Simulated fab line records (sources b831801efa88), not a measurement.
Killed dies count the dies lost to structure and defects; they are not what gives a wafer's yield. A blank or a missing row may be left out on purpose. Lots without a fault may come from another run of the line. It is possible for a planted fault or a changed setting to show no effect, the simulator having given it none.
fab line records | flow gf180mcu
record: lots: 13 | wafers: 38 | last-day: 34
route steps=602 shown STI@13 VT_IMPLANT@99 DUAL_GATE@144
lots that met no fault: from a run of the same line without faults
start-h: the number of hours between the record's first day and the start of the first shown wafer of the lot | wait-h: time in hours since the lot's previous step | " identical to the entry in the row above | L1.1+2: a row that stands for several wafers | - value missing, or start not given | * or withheld: withheld | < > ~ a bound
route shown NAME@n: names a module that has steps shown in the file, with the first one's number in the route | usual: mean/standard deviation of fault-free wafers | same: alike in all rows | chamber/n: place in a boat | sites: readings site by site | _std_site: the standard deviation of these | _edge_site: mean of outer sites minus mean of inner sites | radius-mm: for every site, how far away it sits from the centre of the wafer | mask NAME#n: copy n | behind: the last tool/chamber to shape the wafer | hold: cause of the lot's hold/its duration in hours/its outcome | device: the n, p or np transistor that did not switch | end of line: tests of these same wafers at the route's end | where a step has no rows: the recipe by itself | killed: dies lost to structure and defects at the first sort, not the wafer's yield | map: a wafer's dies, x killed, . not, _ none there
set.NAME: the setting that was run; set.NAME@STEP: the one run at that earlier step | model.NAME: the simulator's own value behind a step, which no gauge read
the route's steps for a sample of lots (tables are steps, rows are wafers)
services: the hour from which a tool's chamber was out of use, counted from the record's first day as start-h (under 0 if before that day), plus the number of hours and why
== steps ==
step: GF_STI_CD_MEAS_12
recipe: target-cd-nm: 220
usual: cd-nm: 219.6/1.4
lot.wafer | tool      | chamber | start-h | wait-h | cd-nm
L816.3    | cd-sem-01 | -       | 30.30   | 0.1    | 219.6
L816.5    | "         | -       | "       | "      | 220.2
L816.6    | "         | -       | "       | "      | 221.3
L817.1    | cd-sem-01 | -       | 35.01   | 0.1    | 221.0
L817.2    | "         | -       | "       | "      | 220.4
L817.6    | "         | -       | "       | "      | 221.6
L818.1    | cd-sem-02 | -       | 41.45   | 0.1    | 218.8
L818.2    | "         | -       | "       | "      | 218.8
L818.6    | "         | -       | "       | "      | 219.4
L819.1    | cd-sem-02 | -       | 45.36   | 0.1    | 221.2
L819.2    | "         | -       | "       | "      | 221.0
L819.5    | "         | -       | "       | "      | 221.2
L820.1    | cd-sem-02 | -       | 50.91   | 0.1    | 218.7
L820.5    | "         | -       | "       | "      | 218.3
L820.6    | "         | -       | "       | "      | 219.1
L821.2    | cd-sem-01 | -       | 56.22   | 0.1    | 221.3
L821.3    | "         | -       | "       | "      | 221.7
L821.4    | "         | -       | "       | "      | 219.7
L822.1    | cd-sem-02 | -       | 61.36   | 0.1    | 220.7
L822.4    | "         | -       | "       | "      | 220.1
L822.6    | "         | -       | "       | "      | 220.4
L823.2    | cd-sem-01 | -       | 68.52   | 0.1    | 218.5
L823.3    | "         | -       | "       | "      | 216.8
L823.5    | "         | -       | "       | "      | 218.7
L827.4    | cd-sem-01 | -       | 92.97   | 0.1    | 219.3
L827.5    | "         | -       | "       | "      | 217.8
L834.1    | cd-sem-02 | -       | 123.46  | 0.1    | 219.6
L834.2    | "         | -       | "       | "      | 219.4
L834.4    | "         | -       | "       | "      | 218.9
L835.1    | cd-sem-02 | -       | 128.64  | 0.1    | 219.3
L835.3    | "         | -       | "       | "      | 218.9
L835.6    | "         | -       | "       | "      | 219.9
L837.1    | cd-sem-01 | -       | 138.81  | 0.1    | 220.8
L837.4    | "         | -       | "       | "      | 220.3
L837.5    | "         | -       | "       | "      | 222.0
L838.1    | cd-sem-02 | -       | 144.91  | 0.1    | 221.3
L838.2    | "         | -       | "       | "      | 221.6
L838.6    | "         | -       | "       | "      | 221.6
step: GF_VT_IMPLANT_STRIP_09
recipe: chemistry: O2/N2 | power-w: 1400 | pressure-mtorr: 1500 | platen-temp-c: 250 | o2-flow-sccm: 3000 | n2-flow-sccm: 300 | overash-fraction: 0.5
usual: drypump-motor-current-A: 5.6/0.43 | heater-power-w: 335/52 | oes-product-au: 0.716/0.0044 | strip-time-to-endpoint-s: 12.63/0.034
lot.wafer | tool            | chamber | start-h | wait-h | drypump-motor-current-A | heater-power-w | oes-product-au | rf-hours-counter-h | strip-time-to-endpoint-s
L816.3    | plasma-asher-03 | 1       | 116.53  | 0.1    | 5.5                     | 336            | 0.713          | -                  | 12.66
L816.5    | "               | 0       | "       | "      | 5.7                     | 440            | 0.713          | -                  | 12.64
L816.6    | "               | 1       | "       | "      | 5.5                     | 337            | 0.718          | -                  | 12.67
L817.1    | plasma-asher-03 | 1       | 119.14  | 0.1    | 5.5                     | 329            | 0.720          | 48                 | 12.67
L817.2    | "               | 0       | "       | "      | 5.7                     | 430            | 0.724          | 48                 | 12.70
L817.6    | "               | 0       | "       | "      | 5.7                     | 433            | 0.717          | -                  | 12.67
L818.1    | plasma-asher-04 | 1       | 129.40  | 0.1    | 4.8                     | 300            | 0.713          | 34                 | 12.62
L818.2    | "               | 0       | "       | "      | 6.1                     | 311            | 0.721          | 34                 | 12.63
L818.6    | "               | 0       | "       | "      | 6.1                     | 312            | 0.714          | -                  | 12.62
L820.1    | plasma-asher-03 | 0       | 146.54  | 0.1    | 5.7                     | 428            | 0.718          | 51                 | 12.60
L820.5    | "               | 1       | "       | "      | 5.5                     | 332            | 0.719          | -                  | 12.61
L820.6    | "               | 0       | "       | "      | 5.7                     | 431            | 0.717          | -                  | 12.60
L819.1    | plasma-asher-04 | 0       | 146.75  | 0.1    | 6.0                     | 311            | 0.721          | 36                 | 12.66
L819.2    | "               | 1       | "       | "      | 4.8                     | 296            | 0.716          | 36                 | 12.63
L819.5    | "               | 0       | "       | "      | 6.0                     | 320            | 0.720          | -                  | 12.62
L822.1    | plasma-asher-03 | 0       | 160.14  | 0.1    | 5.7                     | 427            | 0.722          | 53                 | 12.63
L822.4    | "               | 0       | "       | "      | 5.7                     | 433            | 0.707          | -                  | 12.67
L822.6    | "               | 1       | "       | "      | 5.5                     | 334            | 0.714          | -                  | 12.67
L821.2    | plasma-asher-02 | 0       | 162.80  | 0.1    | 5.9                     | 290            | 0.721          | 49                 | 12.57
L821.3    | "               | 1       | "       | "      | 6.0                     | 293            | 0.707          | -                  | 12.56
L821.4    | "               | 0       | "       | "      | 5.9                     | 301            | 0.711          | -                  | 12.57
L823.2    | plasma-asher-03 | 1       | 169.94  | 0.1    | 5.5                     | 326            | 0.721          | 54                 | 12.70
L823.3    | "               | 0       | "       | "      | 5.7                     | 429            | 0.721          | -                  | 12.69
L823.5    | "               | 0       | "       | "      | 5.7                     | 435            | 0.717          | -                  | 12.68
L827.4    | plasma-asher-02 | 0       | 193.37  | 0.1    | 5.9                     | 294            | 0.723          | -                  | 12.61
L827.5    | "               | 1       | "       | "      | 6.0                     | 297            | 0.716          | -                  | 12.65
L834.1    | plasma-asher-04 | 1       | 230.14  | 0.1    | 4.8                     | 303            | 0.715          | 45                 | 12.63
L834.2    | "               | 0       | "       | "      | 6.0                     | 315            | 0.720          | 45                 | 12.63
L834.4    | "               | 0       | "       | "      | 6.0                     | 307            | 0.717          | -                  | 12.61
L835.1    | plasma-asher-02 | 0       | 234.50  | 0.1    | 5.9                     | 300            | 0.717          | 56                 | 12.65
L835.3    | "               | 1       | "       | "      | 6.0                     | 296            | 0.714          | -                  | 12.60
L835.6    | "               | 1       | "       | "      | 6.0                     | 292            | 0.717          | -                  | 12.62
L837.1    | plasma-asher-02 | 1       | 247.24  | 0.1    | 6.0                     | 299            | 0.719          | 57                 | 12.60
L837.4    | "               | 1       | "       | "      | 6.0                     | 296            | 0.712          | -                  | 12.63
L837.5    | "               | 1       | "       | "      | 6.0                     | 295            | 0.714          | -                  | 12.60
L838.1    | plasma-asher-02 | 1       | 256.50  | 0.1    | 6.0                     | 289            | 0.716          | 58                 | 12.66
L838.2    | "               | 0       | "       | "      | 5.8                     | 299            | 0.714          | 58                 | 12.61
L838.6    | "               | 1       | "       | "      | 6.0                     | 298            | 0.718          | -                  | 12.65
step: GF_VT_IMPLANT_IMPLANT_41
recipe: species: As | energy-kev: 70 | dose-cm2: 1.013e+12 | tilt-deg: 7
usual: beam-on-s: 10.03/0.21 | faraday-current-uA: 5.70/0.12
lot.wafer | tool         | chamber | start-h | wait-h | beam-on-s | faraday-current-uA
L816.3    | implanter-04 | 0       | 163.64  | 0.1    | 9.88      | 5.79
L816.5    | "            | 0       | "       | "      | 9.83      | 5.83
L816.6    | "            | 0       | "       | "      | 10.03     | 5.69
L817.1    | implanter-03 | 0       | 165.79  | 0.0    | 10.03     | 5.69
L817.2    | "            | 0       | "       | "      | 9.90      | 5.78
L817.6    | "            | 0       | "       | "      | 9.94      | 5.76
L818.1    | implanter-01 | 0       | 177.29  | 0.0    | 10.00     | 5.71
L818.2    | "            | 0       | "       | "      | 9.76      | 5.86
L818.6    | "            | 0       | "       | "      | 9.82      | 5.83
L820.1    | implanter-04 | 0       | 196.44  | 0.0    | 10.20     | 5.61
L820.5    | "            | 0       | "       | "      | 10.05     | 5.68
L820.6    | "            | 0       | "       | "      | 10.02     | 5.71
L819.1    | implanter-01 | 0       | 196.55  | 0.0    | 10.10     | 5.67
L819.2    | "            | 0       | "       | "      | 9.97      | 5.75
L819.5    | "            | 0       | "       | "      | 9.94      | 5.76
L822.1    | implanter-03 | 0       | 211.39  | 0.0    | 10.28     | 5.57
L822.4    | "            | 0       | "       | "      | 9.90      | 5.73
L822.6    | "            | 0       | "       | "      | 10.34     | 5.52
L821.2    | implanter-03 | 0       | 213.97  | 0.0    | 10.32     | 5.54
L821.3    | "            | 0       | "       | "      | 9.79      | 5.83
L821.4    | "            | 0       | "       | "      | 10.07     | 5.65
L823.2    | implanter-03 | 0       | 221.77  | 0.0    | 9.86      | 5.78
L823.3    | "            | 0       | "       | "      | 10.01     | 5.74
L823.5    | "            | 0       | "       | "      | 9.95      | 5.70
L827.4    | implanter-03 | 0       | 247.12  | 0.1    | 11.16     | 5.10
L827.5    | "            | 0       | "       | "      | 9.73      | 5.86
L834.1    | implanter-04 | 0       | 287.00  | 0.0    | 10.20     | 5.57
L834.2    | "            | 0       | "       | "      | 10.08     | 5.64
L834.4    | "            | 0       | "       | "      | 9.96      | 5.73
L835.1    | implanter-04 | 0       | 291.65  | 0.0    | 10.14     | 5.63
L835.3    | "            | 0       | "       | "      | 10.08     | 5.69
L835.6    | "            | 0       | "       | "      | 9.95      | 5.75
L837.1    | implanter-03 | 0       | 305.44  | 0.0    | 9.86      | 5.77
L837.4    | "            | 0       | "       | "      | 10.08     | 5.64
L837.5    | "            | 0       | "       | "      | 9.95      | 5.73
L838.1    | implanter-01 | 0       | 316.14  | 0.0    | 10.26     | 5.57
L838.2    | "            | 0       | "       | "      | 9.49      | 5.99
L838.6    | "            | 0       | "       | "      | 10.21     | 5.59
step: GF_VT_IMPLANT_TW_MEAS_43
usual: VT_IMPLANT_4_TW: 695/3.5
lot.wafer | tool          | chamber | start-h | wait-h | hold                     | VT_IMPLANT_4_TW
L816.3    | film-metro-01 | -       | 163.86  | 0.1    | -                        | 701
L816.5    | "             | -       | "       | "      | -                        | 695
L816.6    | "             | -       | "       | "      | -                        | 700
L817.1    | film-metro-02 | -       | 166.04  | 0.1    | -                        | 696
L817.2    | "             | -       | "       | "      | -                        | 691
L817.6    | "             | -       | "       | "      | -                        | 689
L818.1    | film-metro-02 | -       | 177.54  | 0.1    | -                        | 691
L818.2    | "             | -       | "       | "      | -                        | 691
L818.6    | "             | -       | "       | "      | -                        | 693
L820.1    | film-metro-02 | -       | 196.69  | 0.1    | -                        | 697
L820.5    | "             | -       | "       | "      | -                        | 697
L820.6    | "             | -       | "       | "      | -                        | 694
L819.1    | film-metro-01 | -       | 196.80  | 0.1    | -                        | 701
L819.2    | "             | -       | "       | "      | -                        | 695
L819.5    | "             | -       | "       | "      | -                        | 697
L822.1    | film-metro-02 | -       | 211.64  | 0.1    | -                        | 691
L822.4    | "             | -       | "       | "      | -                        | 690
L822.6    | "             | -       | "       | "      | -                        | 692
L821.2    | film-metro-02 | -       | 214.20  | 0.1    | -                        | 692
L821.3    | "             | -       | "       | "      | -                        | 695
L821.4    | "             | -       | "       | "      | -                        | 690
L823.2    | film-metro-02 | -       | 222.00  | 0.1    | -                        | 690
L823.3    | "             | -       | "       | "      | -                        | 693
L823.5    | "             | -       | "       | "      | -                        | 692
L827.4    | film-metro-01 | -       | 247.33  | 0.1    | await-dispo/0.2h/release | 712
L827.5    | "             | -       | "       | "      | await-dispo/0.2h/release | 700
L827.4    | film-metro-01 | -       | 247.56  | 0.2    | -                        | 712
L827.5    | "             | -       | "       | "      | -                        | 695
L834.1    | film-metro-01 | -       | 287.25  | 0.1    | -                        | 695
L834.2    | "             | -       | "       | "      | -                        | 695
L834.4    | "             | -       | "       | "      | -                        | 699
L835.1    | film-metro-02 | -       | 291.90  | 0.1    | -                        | 696
L835.3    | "             | -       | "       | "      | -                        | 690
L835.6    | "             | -       | "       | "      | -                        | 694
L837.1    | film-metro-01 | -       | 305.69  | 0.1    | -                        | 691
L837.4    | "             | -       | "       | "      | -                        | 696
L837.5    | "             | -       | "       | "      | -                        | 695
L838.1    | film-metro-01 | -       | 316.39  | 0.1    | -                        | 705
L838.2    | "             | -       | "       | "      | -                        | 699
L838.6    | "             | -       | "       | "      | -                        | 701
step: GF_DUAL_GATE_THK_MEAS_03
recipe: reads: SiO2_of_DUAL_GATE_OXIDATION_02
usual: DUAL_GATE_OXIDATION_00_THK: 10.93/0.23
lot.wafer | tool          | chamber | start-h | wait-h | DUAL_GATE_OXIDATION_00_THK[nm]
L816.3    | film-metro-02 | -       | 166.20  | 0.0    | 11.01
L816.5    | "             | -       | "       | "      | 11.19
L816.6    | "             | -       | "       | "      | 11.24
L817.1    | film-metro-03 | -       | 170.31  | 0.0    | 11.30
L817.2    | "             | -       | "       | "      | 11.47
L817.6    | "             | -       | "       | "      | 11.22
L818.1    | film-metro-02 | -       | 180.72  | 0.0    | 10.96
L818.2    | "             | -       | "       | "      | 11.01
L818.6    | "             | -       | "       | "      | 10.97
L820.1    | film-metro-01 | -       | 199.02  | 0.0    | 11.10
L820.5    | "             | -       | "       | "      | 11.17
L820.6    | "             | -       | "       | "      | 11.13
L819.1    | film-metro-03 | -       | 199.13  | 0.0    | 10.86
L819.2    | "             | -       | "       | "      | 10.88
L819.5    | "             | -       | "       | "      | 10.82
L822.1    | film-metro-03 | -       | 214.09  | 0.0    | 11.23
L822.4    | "             | -       | "       | "      | 11.24
L822.6    | "             | -       | "       | "      | 11.15
L821.2    | film-metro-01 | -       | 216.60  | 0.0    | 10.84
L821.3    | "             | -       | "       | "      | 10.94
L821.4    | "             | -       | "       | "      | 10.81
L823.2    | film-metro-03 | -       | 226.44  | 0.0    | 10.97
L823.3    | "             | -       | "       | "      | 10.89
L823.5    | "             | -       | "       | "      | 10.90
L827.4    | film-metro-03 | -       | 253.95  | 0.0    | 11.03
L827.5    | "             | -       | "       | "      | 11.00
L834.1    | film-metro-02 | -       | 289.66  | 0.0    | 10.64
L834.2    | "             | -       | "       | "      | 10.80
L834.4    | "             | -       | "       | "      | 10.82
L835.1    | film-metro-01 | -       | 294.23  | 0.0    | 10.68
L835.3    | "             | -       | "       | "      | 10.61
L835.6    | "             | -       | "       | "      | 10.45
L837.1    | film-metro-02 | -       | 309.09  | 0.0    | 10.56
L837.4    | "             | -       | "       | "      | 10.64
L837.5    | "             | -       | "       | "      | 10.71
L838.1    | film-metro-02 | -       | 319.59  | 0.0    | 11.21
L838.2    | "             | -       | "       | "      | 11.18
L838.6    | "             | -       | "       | "      | 11.31
== services ==
tool            | chamber | start-h | hours | kind
implanter-01    | -       | 124.30  | 4.2   | repair
implanter-04    | -       | 135.92  | 4.7   | repair
plasma-asher-02 | -       | 166.53  | 14.6  | pm
implanter-01    | -       | 191.75  | 1.0   | repair
implanter-04    | -       | 205.08  | 6.0   | repair
plasma-asher-02 | -       | 238.69  | 0.7   | repair
plasma-asher-03 | -       | 254.06  | 1.0   | repair
implanter-01    | -       | 254.56  | 3.8   | repair
implanter-04    | -       | 281.00  | 3.9   | pm
implanter-01    | -       | 286.73  | 3.3   | repair
plasma-asher-03 | -       | 296.03  | 6.9   | repair
implanter-04    | -       | 311.92  | 10.5  | pm
== key ==
first-sign: step: GF_VT_IMPLANT_IMPLANT_41 | reading: beam-on-s | direction: up | sigmas: 5.5 | usual: 10.03 | struck: 11.16
effect: step: GF_VT_IMPLANT_IMPLANT_41 | reading: faraday-current-uA | direction: down | sigmas: 5 | usual: 5.70 | struck: 5.10
effect: step: GF_VT_IMPLANT_TW_MEAS_43 | reading: visit | direction: added
met-at GF_VT_IMPLANT_IMPLANT_41
struck-lots L827
struck-wafers L827.4
tester-left-out L827
not-acting-at GF_STI_CD_MEAS_12,GF_VT_IMPLANT_STRIP_09,GF_DUAL_GATE_THK_MEAS_03
onset-between 221.77 247.12
fault: kind: process-parameter-drift | tool: implanter-03 | chamber: - | onset-h: 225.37 | steps: GF_VT_IMPLANT_IMPLANT_41 | channel: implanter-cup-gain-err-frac | offset: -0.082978 | shape: step | end-h: 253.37 | scope: struck-wafers-only
tester-left-out: of these lots the tester's yield and bins aren't shown, on N5 and GAA mostly nor the transistor test; their killed dies are dies lost to structure and defects alone, not to doping, threshold or leakage, so they don't give the yield
